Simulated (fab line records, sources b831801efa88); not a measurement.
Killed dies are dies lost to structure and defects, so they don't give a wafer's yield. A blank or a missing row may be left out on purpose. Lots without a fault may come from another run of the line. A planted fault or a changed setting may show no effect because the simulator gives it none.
Chamber matching | flow gf180mcu | GF_STI_CMP_25 on cmp-02: 4 sister chambers
The step polishes, stops on Si3N4, t overpolish 33 s, target thk 524.6 nm. 4 wafers are shown with their chamber, then 7 later ones without.

WAFERS WITH THEIR CHAMBER
wafer  | chamber | motor_current_A (A)
L552.6 | 0       | 12.1
L563.3 | 2       | 10.1
L565.2 | 1       | 11.6
L565.4 | 3       | 12.5

WAFERS WITHOUT THEIR CHAMBER
wafer  | motor_current_A (A)
L565.6 | 10.4
L567.1 | 11.8
L567.3 | 11.5
L567.4 | 10.0
L568.1 | 11.3
L568.2 | 10.3
L568.6 | 12.5

WHICH CHAMBER EACH WENT THROUGH
wafer  | from the rows above     | in truth
L565.6 | 2                       | 2
L567.1 | can't be placed: 1 or 0 | 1
L567.3 | 1                       | 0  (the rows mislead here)
L567.4 | 2                       | 2
L568.1 | 1                       | 1
L568.2 | 2                       | 2
L568.6 | 3                       | 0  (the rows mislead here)
Placed correctly: 4 of 7. Can't be placed from these rows: 1 (the true chamber is among the candidates in 1). Placed wrongly: 2.
How it was worked out, from the rows above alone: a wafer's distance from a chamber is the root of the sum, over the readings, of the square of ((its reading less the chamber's mean) divided by the reading's scatter). The wafer belongs to the nearest chamber; if the next one is less than 2 further off, it can't be placed. A chamber's mean is the mean of its shown wafers. The scatter: with one shown wafer a chamber, the root of the mean of the squares of how far each hidden wafer lies from its nearest shown one.
